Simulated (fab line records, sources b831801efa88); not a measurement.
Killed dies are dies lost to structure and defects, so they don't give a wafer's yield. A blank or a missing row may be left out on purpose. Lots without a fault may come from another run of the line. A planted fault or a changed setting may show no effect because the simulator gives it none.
Problem report in the 8D (eight disciplines) form, filled by code | flow gf180mcu | the parts of the form that need people (team, actions taken, sign-off) are left out

1. THE PROBLEM
rf_fwd_power_W at GF_STI_ETCH_14 reads a mean of 501.2 W on 2 wafers of 1 lot; wafers without a fault read 596.6 W with a standard deviation of 2. That is -48 standard deviations from the usual mean.
The step: etches Si in HBr/Cl2/O2, target depth 360 nm, time 102.9 s.
First seen on wafer L974.3, day 5 16:50, on rie_si-01. The record holds 36 wafers of 12 lots with a number at this step. Rule for "out", or "out of limits": more than 4 standard deviations from the usual mean. The other wafers with a number count as sound.

2. WHAT IT IS AND WHAT IT IS NOT
question                    | is               | is not
which readings at this step | rf_fwd_power_W   | drypump_motor_current_A
which lots                  | L974             | L957, L958, L960, L961, L965, L967, L970, L971, L972, L978, L980
which wafers of those lots  | L974.3, L974.5   | L974.2
read on which tools         | rie_si-01        | rie_si-02
when                        | from day 5 16:50 | up to then (28 sound wafers); but 6 sound wafers of L978, L980 came after

3. SUSPECTS, AND WHAT RULES EACH OUT
Counting: a tool at a process step up to the reading stays a suspect if it ran every lot that is out. Sound lots after the first of them don't rule it out here, since some wafers of a struck lot are sound.
- rie_si-01 at GF_STI_ETCH_14 (etches Si in HBr/Cl2/O2, target depth 360 nm, time 102.9 s): kept. It ran the lot that is out, L974 (day 5 16:50); its last sound lot up to then is L972 (day 5 06:37). Its own readings are out on those wafers: rf_fwd_power_W.
- Within rie_si-01 at GF_STI_ETCH_14: the wafers that are out ran in chamber 2; their sound lot-mates ran in chamber 1.
Left after counting: rie_si-01 at GF_STI_ETCH_14.

4. THE CAUSE (what the simulator had put in)
Process parameter drift: rie_si-01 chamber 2, from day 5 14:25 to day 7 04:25, at GF_STI_ETCH_14. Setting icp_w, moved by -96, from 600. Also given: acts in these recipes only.
Counting left only this tool.

5. THE CHAIN OF EFFECTS, in route order
Each row: a reading whose mean over the struck wafers that have a number lies more than 3 standard deviations from the usual. Only readings for which the record gives a usual standard deviation are gone through. hours: the time from each lot's start at the first step in this table that gives one to its start at this step, as a median over the lots. sigmas: the change in usual standard deviations.
hours | step           | reading            | usual      | on struck wafers | change | sigmas
0     | GF_STI_ETCH_14 | oes_product_au     | 0.997 a.u. | 0.948            | -0.049 | -4.1
0     | GF_STI_ETCH_14 | rf_fwd_power_W     | 596.6 W    | 501.2            | -95.4  | -48
0     | GF_STI_ETCH_14 | throttle_valve_pct | 25.658 %   | 25.694           | +0.036 | +3.0
The process steps in it:
- GF_STI_ETCH_14: etches Si in HBr/Cl2/O2, target depth 360 nm, time 102.9 s.

6. WHAT WOULD HAVE CAUGHT IT SOONER
In this record the first reading out of limits was taken at day 5 16:50, 2 hours after the fault began at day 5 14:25.
